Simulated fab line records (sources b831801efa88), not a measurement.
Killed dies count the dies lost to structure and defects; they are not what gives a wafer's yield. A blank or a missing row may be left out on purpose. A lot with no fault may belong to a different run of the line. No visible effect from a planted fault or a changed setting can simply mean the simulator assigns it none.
fab line records	flow sky130	part 1 of 2: steps 1 to 41 of 42
[record] lots = 6	wafers = 18	last_day = 49
route steps=708 shown POLY_CUT@317 SD_P@320 RES_XHIGH@332 SD_N@342 PAD_OPEN@708
lots with no fault: from the same line, run without faults
start_h: start of the lot's first displayed wafer, in hours after the record's first day	wait_h: time in hours since the lot's previous step	" identical to the entry in the row above	L1.1+2: several wafers, shown together as one row	- no value, or no start given	* or withheld: withheld	< > ~ a bound
route shown NAME@n: names a module that has steps shown in the file, with the first one's number in the route	usual: mean/standard deviation of fault-free wafers	same: alike in all rows	chamber/n: place in a boat	sites: the reading at each site	_std_site: the standard deviation of these	_edge_site: inner sites' mean taken away from outer sites' mean	radius_mm: how far each site lies from the wafer's centre	mask NAME#n: copy n	behind: the tool/chamber that last shaped the wafer	hold: reason for holding the lot/hours on hold/outcome of the hold	device: transistor that didn't switch, given as n, p or np	end of line: at the end of the route, the tests of the same wafers	a step with no rows: only its recipe	killed: the dies lost at the first sort to structure and to defects; this is not the yield of the wafer	map: the dies of a wafer, with x for killed, . for not killed, _ for no die there
set.NAME: setting as actually run; set.NAME@STEP: the setting as run at that earlier step	model.NAME: the simulator's own value behind a step, which no gauge read
a table for each step, a row for each wafer; lots at some steps of the route
services: a tool's chamber out of use, with start hour (start_h, from the record's first day; less than 0 if before it), hours out, and reason
[[steps]]
[step SKY_POLY_CUT_ETCH_10]
[recipe] chemistry = N2/H2	target = BARC	ion_energy_ev = 200	source_w = 500	bias_w = 100	pressure_mtorr = 30	n2_flow_sccm = 100	h2_flow_sccm = 200	stop_on = SiO2	time_s = 45.9	target_depth_a = 600
[step SKY_POLY_CUT_ETCH_11]
[recipe] target = Si3N4	chemistry = CF4/CH2F2/Ar	stop_on = poly-Si	source_w = 600	bias_w = 150	pressure_mtorr = 40	cf4_flow_sccm = 40	ch2f2_flow_sccm = 20	Ar_flow_sccm = 150	time_s = 42.5	target_depth_a = 600
[usual] bias_w = 150.0/0.44	cf4_flow_sccm = 40.00/0.12	drypump_motor_current_A = 5.7/0.64	mfc_ar_sccm = 150.0/0.44	oes_product_au = 0.830/0.0057	rf_fwd_power_W = 593.1/2.5	throttle_valve_pct = 14.994/0.009
lot.wafer	tool	chamber	start_h	wait_h	bias_w	cf4_flow_sccm	drypump_motor_current_A	mfc_ar_sccm	oes_product_au	rf_fwd_power_W	rf_hours_counter_h	throttle_valve_pct
L647.1	rie_diel-03	3	568.93	0.0	149.6	40.18	6.0	150.5	0.826	590.5	17	14.994
L647.5	"	2	"	"	150.8	39.97	6.4	149.6	0.835	590.0	-	14.983
L647.6	"	3	"	"	150.2	40.12	6.0	149.7	0.836	592.5	-	14.978
L649.2	rie_diel-01	2	601.19	0.0	150.0	40.03	5.5	149.6	0.835	594.6	12	14.991
L649.3	"	3	"	"	150.9	40.02	4.8	150.2	0.830	593.1	45	14.990
L649.5	"	3	"	"	151.1	39.88	4.8	149.9	0.826	595.8	-	14.994
L650.2	rie_diel-01	1	611.81	0.0	150.5	39.76	6.2	150.0	0.831	592.2	8	14.993
L650.4	"	0	"	"	150.5	39.99	6.5	150.4	0.832	593.3	6	14.981
L650.5	"	3	"	"	149.5	39.90	4.8	150.2	0.821	594.6	-	14.994
L655.3	rie_diel-01	2	651.29	0.0	151.4	39.88	5.5	150.1	0.826	593.8	14	14.996
L655.4	"	2	"	"	149.9	39.72	5.5	150.5	0.832	593.2	-	14.999
L655.6	"	3	"	"	150.6	40.12	4.8	150.2	0.835	594.6	-	15.000
L660.2	rie_diel-01	2	697.14	0.0	150.7	40.02	5.5	149.6	0.827	594.1	15	14.993
L660.4	"	0	"	"	149.9	40.25	6.5	150.1	0.839	595.4	8	14.996
L660.5	"	3	"	"	149.8	40.10	4.8	150.7	0.828	593.4	-	14.990
L662.1	rie_diel-01	3	700.31	0.0	150.9	40.07	4.8	150.5	0.838	594.0	47	14.989
L662.2	"	2	"	"	150.3	39.95	5.5	151.0	0.842	593.1	15	14.994
L662.3	"	0	"	"	149.9	40.01	6.5	150.2	0.838	593.9	8	14.983
[step SKY_POLY_CUT_STRIP_12]
[recipe] chemistry = O2/N2	power_w = 1400	pressure_mtorr = 1500	platen_temp_c = withheld	o2_flow_sccm = 3000	n2_flow_sccm = 300	overash_fraction = 0.5
[usual] drypump_motor_current_A = 5.7/0.34	o2_flow_sccm = 2998/8.9	oes_product_au = 0.452/0.0044	strip_time_to_endpoint_s = 5.361/0.014
lot.wafer	tool	chamber	start_h	wait_h	drypump_motor_current_A	o2_flow_sccm	oes_product_au	rf_hours_counter_h	strip_time_to_endpoint_s
L647.1	plasma_asher-02	1	568.97	0.0	5.9	2989	0.453	71	5.371
L647.5	"	1	"	"	5.9	3000	0.455	-	5.369
L647.6	"	0	"	"	6.4	2991	0.452	-	5.374
L649.2	plasma_asher-03	1	601.23	0.0	5.5	2999	0.445	18	5.354
L649.3	"	0	"	"	5.4	2981	0.445	-	5.366
L649.5	"	0	"	"	5.4	2991	0.458	-	5.387
L650.2	plasma_asher-04	1	611.85	0.0	5.7	3010	0.449	97	5.355
L650.4	"	1	"	"	5.7	3002	0.455	-	5.380
L650.5	"	1	"	"	5.7	3002	0.455	-	5.344
L655.3	plasma_asher-02	1	651.36	0.1	5.9	3003	0.451	-	5.371
L655.4	"	0	"	"	6.4	2996	0.449	-	5.395
L655.6	"	1	"	"	5.9	2992	0.452	-	5.374
L660.2	plasma_asher-04	0	697.18	0.0	5.5	2998	0.455	105	5.364
L660.4	"	0	"	"	5.6	3009	0.451	-	5.374
L660.5	"	1	"	"	5.7	2992	0.442	-	5.389
L662.1	plasma_asher-04	0	700.35	0.0	5.6	2998	0.455	105	5.364
L662.2	"	1	"	"	5.7	2993	0.455	105	5.381
L662.3	"	1	"	"	5.7	2984	0.446	-	5.383
[step SKY_SD_P_DEHYDRATE_00]
[recipe] temp_c = 200	time_s = 60
[step SKY_SD_P_HMDS_01]
[recipe] prime_time_s = 60	prime_temp_c = 120
[step SKY_SD_P_COAT_02]
[recipe] resist = NOVOLAK	spin_rpm = 3000	resist_thk_nm = 1140
[step SKY_SD_P_SOFTBAKE_03]
[recipe] temp_c = 90	time_s = 60	resist = NOVOLAK
[step SKY_SD_P_EXPOSE_04]
[recipe] mask_id = PSDM	na = 0.6	source_shape = conventional	sigma_outer = 0.6	polarization = unpolarized	target_cd_nm = 380	dose_mj = 138
[step SKY_SD_P_PEB_05]
[recipe] temp_c = withheld	time_s = *	resist = NOVOLAK
[step SKY_SD_P_DEVELOP_06]
[recipe] resist = NOVOLAK	developer = TMAH	develop_time_s = 60	dev_temp_c = 23
[step SKY_SD_P_CD_MEAS_07]
[recipe] target_cd_nm = 380
[usual] cd_nm = 379.9/2.5
lot.wafer	tool	chamber	start_h	wait_h	cd_nm
L647.1	cd_sem-02	-	598.74	0.1	381.5
L647.5	"	-	"	"	380.3
L647.6	"	-	"	"	377.0
L649.2	cd_sem-02	-	630.86	0.1	379.9
L649.3	"	-	"	"	379.4
L649.5	"	-	"	"	377.3
L650.2	cd_sem-01	-	640.84	0.1	382.3
L650.4	"	-	"	"	381.0
L650.5	"	-	"	"	380.5
L655.3	cd_sem-01	-	678.33	0.1	379.6
L655.4	"	-	"	"	380.5
L655.6	"	-	"	"	379.3
L660.2	cd_sem-01	-	725.66	0.1	379.6
L660.4	"	-	"	"	381.1
L660.5	"	-	"	"	380.4
L662.1	cd_sem-01	-	728.47	0.1	379.7
L662.2	"	-	"	"	383.2
L662.3	"	-	"	"	382.0
[step SKY_SD_P_OVL_MEAS_08]
[usual] SD_P_OVL = -0.1/1.5
lot.wafer	tool	chamber	start_h	wait_h	SD_P_OVL[nm]
L647.1	overlay-02	-	598.86	0.1	-1.4
L647.5	"	-	"	"	-0.5
L647.6	"	-	"	"	-0.4
L649.2	overlay-01	-	630.96	0.1	-0.5
L649.3	"	-	"	"	0.9
L649.5	"	-	"	"	0.5
L650.2	overlay-02	-	640.94	0.1	-1.8
L650.4	"	-	"	"	-2.0
L650.5	"	-	"	"	-1.6
L655.3	overlay-01	-	678.42	0.1	1.3
L655.4	"	-	"	"	0.1
L655.6	"	-	"	"	-1.3
L660.2	overlay-02	-	725.76	0.1	1.4
L660.4	"	-	"	"	0.4
L660.5	"	-	"	"	2.0
L662.1	overlay-02	-	728.59	0.1	-3.1
L662.2	"	-	"	"	-0.7
L662.3	"	-	"	"	-4.4
[step SKY_SD_P_IMPLANT_09]
[recipe] species = BF2	energy_kev = 20	dose_cm2 = 3e+15	tilt_deg = 0
[usual] end_station_pressure_torr = 1.5e-05/2.6e-06
lot.wafer	tool	chamber	start_h	wait_h	end_station_pressure_torr
L647.1	implanter-04	0	598.89	0.0	1.76e-05
L647.5	"	0	"	"	1.75e-05
L647.6	"	0	"	"	1.85e-05
L649.2	implanter-04	0	631.02	0.0	1.91e-05
L649.3	"	0	"	"	1.78e-05
L649.5	"	0	"	"	1.88e-05
L650.2	implanter-04	0	641.00	0.0	1.88e-05
L650.4	"	0	"	"	2.07e-05
L650.5	"	0	"	"	1.75e-05
L655.3	implanter-01	0	678.49	0.1	1.5e-05
L655.4	"	0	"	"	1.68e-05
L655.6	"	0	"	"	1.51e-05
L660.2	implanter-01	0	725.82	0.0	1.67e-05
L660.4	"	0	"	"	1.57e-05
L660.5	"	0	"	"	1.49e-05
L662.1	implanter-01	0	728.62	0.0	1.65e-05
L662.2	"	0	"	"	1.58e-05
L662.3	"	0	"	"	1.51e-05
[step SKY_SD_P_STRIP_10]
[recipe] chemistry = O2/N2	power_w = 1400	pressure_mtorr = 1500	platen_temp_c = withheld	o2_flow_sccm = 3000	n2_flow_sccm = 300	overash_fraction = 0.5
[usual] drypump_motor_current_A = 5.7/0.43	o2_flow_sccm = 2998/9.5	oes_product_au = 0.618/0.0043	strip_time_to_endpoint_s = 17.50/0.039
lot.wafer	tool	chamber	start_h	wait_h	drypump_motor_current_A	o2_flow_sccm	oes_product_au	rf_hours_counter_h	strip_time_to_endpoint_s
L647.1	plasma_asher-01	1	599.04	0.1	5.9	2978	0.616	43	17.55
L647.5	"	1	"	"	5.9	3000	0.614	-	17.56
L647.6	"	0	"	"	5.0	3010	0.620	-	17.48
L649.2	plasma_asher-01	0	631.14	0.1	5.1	2996	0.620	46	17.46
L649.3	"	1	"	"	5.9	3005	0.616	-	17.45
L649.5	"	0	"	"	5.1	2998	0.623	-	17.52
L650.2	plasma_asher-02	0	641.12	0.1	6.4	2993	0.616	78	17.54
L650.4	"	0	"	"	6.4	2991	0.622	-	17.56
L650.5	"	0	"	"	6.5	2991	0.613	-	17.56
L655.3	plasma_asher-04	1	678.62	0.1	5.7	2999	0.622	-	17.47
L655.4	"	0	"	"	5.6	3007	0.614	-	17.50
L655.6	"	1	"	"	5.8	2997	0.608	-	17.50
L660.2	plasma_asher-04	0	725.94	0.1	5.6	3001	0.618	107	17.57
L660.4	"	0	"	"	5.6	3002	0.617	-	17.50
L660.5	"	1	"	"	5.7	2983	0.617	-	17.52
L662.1	plasma_asher-04	0	728.77	0.1	5.5	2998	0.613	108	17.51
L662.2	"	1	"	"	5.7	3008	0.622	108	17.51
L662.3	"	0	"	"	5.5	2989	0.614	-	17.50
[step SKY_SD_P_TW_MEAS_11]
[usual] SD_P_TW = 2817/21
lot.wafer	tool	chamber	start_h	wait_h	SD_P_TW
L647.1	film_metro-04	-	599.14	0.1	2821
L647.5	"	-	"	"	2834
L647.6	"	-	"	"	2810
L649.2	film_metro-04	-	631.25	0.1	2840
L649.3	"	-	"	"	2826
L649.5	"	-	"	"	2838
L650.2	film_metro-04	-	641.23	0.1	2820
L650.4	"	-	"	"	2822
L650.5	"	-	"	"	2816
L655.3	film_metro-02	-	678.71	0.1	2780
L655.4	"	-	"	"	2792
L655.6	"	-	"	"	2800
L660.2	film_metro-04	-	726.05	0.1	2822
L660.4	"	-	"	"	2800
L660.5	"	-	"	"	2809
L662.1	film_metro-02	-	728.87	0.1	2800
L662.2	"	-	"	"	2800
L662.3	"	-	"	"	2802
[step SKY_RES_XHIGH_DEHYDRATE_00]
[recipe] temp_c = 200	time_s = 60
[step SKY_RES_XHIGH_HMDS_01]
[recipe] prime_time_s = 60	prime_temp_c = 120
[step SKY_RES_XHIGH_COAT_02]
[recipe] resist = NOVOLAK	spin_rpm = 3000	resist_thk_nm = 1140
[step SKY_RES_XHIGH_SOFTBAKE_03]
[recipe] temp_c = 90	time_s = 60	resist = NOVOLAK
[step SKY_RES_XHIGH_EXPOSE_04]
[recipe] mask_id = URPM	na = 0.6	source_shape = conventional	sigma_outer = 0.6	polarization = unpolarized	target_cd_nm = 1270	dose_mj = 140
[step SKY_RES_XHIGH_PEB_05]
[recipe] temp_c = withheld	time_s = *	resist = NOVOLAK
[step SKY_RES_XHIGH_DEVELOP_06]
[recipe] resist = NOVOLAK	developer = TMAH	develop_time_s = 60	dev_temp_c = 23
[step SKY_RES_XHIGH_IMPLANT_07]
[recipe] species = BF2	energy_kev = 20	dose_cm2 = 3.6e+14	tilt_deg = 0
[step SKY_RES_XHIGH_STRIP_08]
[recipe] chemistry = O2/N2	power_w = 1400	pressure_mtorr = 1500	platen_temp_c = withheld	o2_flow_sccm = 3000	n2_flow_sccm = 300	overash_fraction = 0.5
[usual] drypump_motor_current_A = 5.7/0.45	o2_flow_sccm = 3002/9.3	oes_product_au = 0.711/0.0048	strip_time_to_endpoint_s = 14.28/0.035
lot.wafer	tool	chamber	start_h	wait_h	drypump_motor_current_A	o2_flow_sccm	oes_product_au	rf_hours_counter_h	strip_time_to_endpoint_s
L647.1	plasma_asher-03	0	628.89	0.1	5.4	3009	0.706	21	14.30
L647.5	"	1	"	"	5.4	3019	0.710	-	14.30
L647.6	"	0	"	"	5.4	2997	0.715	-	14.31
L649.2	plasma_asher-03	1	660.12	0.1	5.4	3006	0.715	24	14.24
L649.3	"	1	"	"	5.4	2993	0.705	-	14.29
L649.5	"	1	"	"	5.4	2992	0.709	-	14.24
L650.2	plasma_asher-01	0	669.57	0.1	5.1	2991	0.714	50	14.24
L650.4	"	0	"	"	5.1	2998	0.705	-	14.28
L650.5	"	1	"	"	5.9	3018	0.712	-	14.27
L655.3	plasma_asher-01	1	706.60	0.1	5.9	3009	0.708	-	14.28
L655.4	"	0	"	"	5.0	3010	0.711	-	14.28
L655.6	"	1	"	"	5.9	3017	0.711	-	14.26
L660.2	plasma_asher-02	0	753.52	0.1	6.4	2999	0.708	88	14.30
L660.4	"	1	"	"	5.9	2998	0.713	-	14.33
L660.5	"	1	"	"	5.9	2999	0.708	-	14.28
L662.1	plasma_asher-01	0	756.22	0.1	5.0	3001	0.710	59	14.32
L662.2	"	1	"	"	5.9	3008	0.707	59	14.28
L662.3	"	1	"	"	5.9	3003	0.708	-	14.31
[step SKY_RES_XHIGH_TW_MEAS_09]
[usual] RES_XHIGH_TW = 1637/12
lot.wafer	tool	chamber	start_h	wait_h	RES_XHIGH_TW
L647.1	film_metro-04	-	628.99	0.1	1641
L647.5	"	-	"	"	1641
L647.6	"	-	"	"	1650
L649.2	film_metro-02	-	660.23	0.1	1628
L649.3	"	-	"	"	1625
L649.5	"	-	"	"	1627
L650.2	film_metro-02	-	669.68	0.1	1622
L650.4	"	-	"	"	1631
L650.5	"	-	"	"	1631
L655.3	film_metro-03	-	706.69	0.1	1658
L655.4	"	-	"	"	1649
L655.6	"	-	"	"	1645
L660.2	film_metro-04	-	753.63	0.1	1640
L660.4	"	-	"	"	1653
L660.5	"	-	"	"	1642
L662.1	film_metro-03	-	756.32	0.1	1650
L662.2	"	-	"	"	1650
L662.3	"	-	"	"	1656
[step SKY_SD_N_DEHYDRATE_00]
[recipe] temp_c = 200	time_s = 60
[step SKY_SD_N_HMDS_01]
[recipe] prime_time_s = 60	prime_temp_c = 120
[step SKY_SD_N_COAT_02]
[recipe] resist = NOVOLAK	spin_rpm = 3000	resist_thk_nm = 1140
[step SKY_SD_N_SOFTBAKE_03]
[recipe] temp_c = 90	time_s = 60	resist = NOVOLAK
[step SKY_SD_N_EXPOSE_04]
[recipe] mask_id = NSDM	na = 0.6	source_shape = conventional	sigma_outer = 0.6	polarization = unpolarized	target_cd_nm = 380	dose_mj = 141
[step SKY_SD_N_PEB_05]
[recipe] temp_c = withheld	time_s = *	resist = NOVOLAK
[step SKY_SD_N_DEVELOP_06]
[recipe] resist = NOVOLAK	developer = TMAH	develop_time_s = 60	dev_temp_c = 23
[step SKY_SD_N_CD_MEAS_07]
[recipe] target_cd_nm = 380
[usual] cd_nm = 380.6/1.7
lot.wafer	tool	chamber	start_h	wait_h	cd_nm
L647.1	cd_sem-02	-	657.64	0.1	381.3
L647.5	"	-	"	"	381.3
L647.6	"	-	"	"	382.4
L649.2	cd_sem-01	-	688.29	0.1	376.3
L649.3	"	-	"	"	377.7
L649.5	"	-	"	"	378.9
L650.2	cd_sem-02	-	698.04	0.1	380.3
L650.4	"	-	"	"	382.7
L650.5	"	-	"	"	381.3
L655.3	cd_sem-02	-	734.88	0.1	380.7
L655.4	"	-	"	"	381.0
L655.6	"	-	"	"	380.6
L660.2	cd_sem-01	-	780.51	0.1	381.3
L660.4	"	-	"	"	378.9
L660.5	"	-	"	"	381.7
L662.1	cd_sem-02	-	782.97	0.1	378.9
L662.2	"	-	"	"	380.9
L662.3	"	-	"	"	381.1
[step SKY_SD_N_OVL_MEAS_08]
[usual] SD_N_OVL = 0.4/1.4
lot.wafer	tool	chamber	start_h	wait_h	SD_N_OVL[nm]
L647.1	overlay-02	-	657.76	0.1	-0.3
L647.5	"	-	"	"	-0.5
L647.6	"	-	"	"	0.7
L649.2	overlay-01	-	688.39	0.1	1.6
L649.3	"	-	"	"	0.5
L649.5	"	-	"	"	0.6
L650.2	overlay-02	-	698.14	0.1	1.9
L650.4	"	-	"	"	-0.1
L650.5	"	-	"	"	1.3
L655.3	overlay-01	-	734.98	0.1	2.0
L655.4	"	-	"	"	-0.7
L655.6	"	-	"	"	1.0
L660.2	overlay-02	-	780.61	0.1	0.5
L660.4	"	-	"	"	3.5
L660.5	"	-	"	"	3.8
L662.1	overlay-02	-	783.09	0.1	0.2
L662.2	"	-	"	"	-0.8
L662.3	"	-	"	"	2.2
[step SKY_SD_N_IMPLANT_09]
[recipe] species = As	energy_kev = 50	dose_cm2 = 4e+15	tilt_deg = 0
[step SKY_SD_N_IMPLANT_10]
[recipe] species = P	energy_kev = 20	dose_cm2 = 1e+14	tilt_deg = 0
[step SKY_SD_N_STRIP_11]
[recipe] chemistry = O2/N2	power_w = 1400	pressure_mtorr = 1500	platen_temp_c = withheld	o2_flow_sccm = 3000	n2_flow_sccm = 300	overash_fraction = 0.5
[usual] drypump_motor_current_A = 5.5/0.32	o2_flow_sccm = 3000/9.1	oes_product_au = 0.527/0.0045	strip_time_to_endpoint_s = 22.54/0.045
lot.wafer	tool	chamber	start_h	wait_h	drypump_motor_current_A	o2_flow_sccm	oes_product_au	rf_hours_counter_h	strip_time_to_endpoint_s
L647.1	plasma_asher-03	0	658.09	0.1	5.4	2991	0.525	24	22.54
L647.5	"	1	"	"	5.5	2992	0.525	-	22.53
L647.6	"	0	"	"	5.4	2989	0.532	-	22.56
L649.2	plasma_asher-03	0	688.72	0.1	5.4	2992	0.531	26	22.54
L649.3	"	0	"	"	5.4	2988	0.533	-	22.56
L649.5	"	0	"	"	5.4	2983	0.526	-	22.54
L650.2	plasma_asher-03	1	698.47	0.1	5.4	3001	0.527	27	22.51
L650.4	"	1	"	"	5.5	3002	0.537	-	22.52
L650.5	"	0	"	"	5.4	3009	0.521	-	22.54
L655.3	plasma_asher-01	0	735.33	0.1	5.1	3002	0.524	-	22.56
L655.4	"	1	"	"	5.9	3010	0.525	-	22.54
L655.6	"	0	"	"	5.1	2999	0.532	-	22.56
L660.2	plasma_asher-04	0	780.94	0.1	5.6	3004	0.533	3	22.48
L660.4	"	0	"	"	5.6	3013	0.525	-	22.52
L660.5	"	1	"	"	5.7	2990	0.525	-	22.56
L662.1	plasma_asher-03	0	783.42	0.1	5.4	2993	0.523	36	22.51
L662.2	"	1	"	"	5.4	2989	0.528	36	22.51
L662.3	"	0	"	"	5.4	2999	0.529	-	22.51
[step SKY_SD_N_TW_MEAS_12]
[usual] SD_N_TW = 3970/29
lot.wafer	tool	chamber	start_h	wait_h	SD_N_TW
L647.1	film_metro-04	-	658.19	0.1	3958
L647.5	"	-	"	"	3984
L647.6	"	-	"	"	3951
L649.2	film_metro-04	-	688.83	0.1	3950
L649.3	"	-	"	"	3968
L649.5	"	-	"	"	3980
L650.2	film_metro-02	-	698.58	0.1	3963
L650.4	"	-	"	"	3960
L650.5	"	-	"	"	3959
L655.3	film_metro-02	-	735.42	0.1	3943
L655.4	"	-	"	"	3956
L655.6	"	-	"	"	3959
L660.2	film_metro-02	-	781.05	0.1	3936
L660.4	"	-	"	"	3948
L660.5	"	-	"	"	3921
L662.1	film_metro-02	-	783.52	0.1	3921
L662.2	"	-	"	"	3933
L662.3	"	-	"	"	3938
[step SKY_SD_N_CLEAN_13]
[recipe] chemistry = SC1/SC2	mix = 1:4:20	temp_c = 70	time_s = 150	dry = n2_spin
[step SKY_SD_N_RTA_14]
[recipe] temp_c = 1075	time_s = 2	idle_temp_c = 650	ramp_up_c_per_s = 150	ramp_down_c_per_s = 90	ambient = N2
[step SKY_SD_N_RS_MEAS_16]
[recipe] thk_meas_gauge = four-point-probe
[usual] SD_N_RS = 68.62/0.11
lot.wafer	tool	chamber	start_h	wait_h	SD_N_RS[ohm/sq]
L647.1	film_metro-02	-	658.47	0.1	68.68
L647.5	"	-	"	"	68.73
L647.6	"	-	"	"	68.56
L649.2	film_metro-04	-	689.13	0.1	68.55
L649.3	"	-	"	"	68.51
L649.5	"	-	"	"	68.65
L650.2	film_metro-04	-	698.88	0.1	68.89
L650.4	"	-	"	"	68.79
L650.5	"	-	"	"	68.75
L655.3	film_metro-04	-	735.73	0.1	68.56
L655.4	"	-	"	"	68.62
L655.6	"	-	"	"	68.79
L660.2	film_metro-04	-	781.35	0.1	68.66
L660.4	"	-	"	"	68.70
L660.5	"	-	"	"	68.77
L662.1	film_metro-04	-	783.82	0.1	68.77
L662.2	"	-	"	"	68.67
L662.3	"	-	"	"	68.70
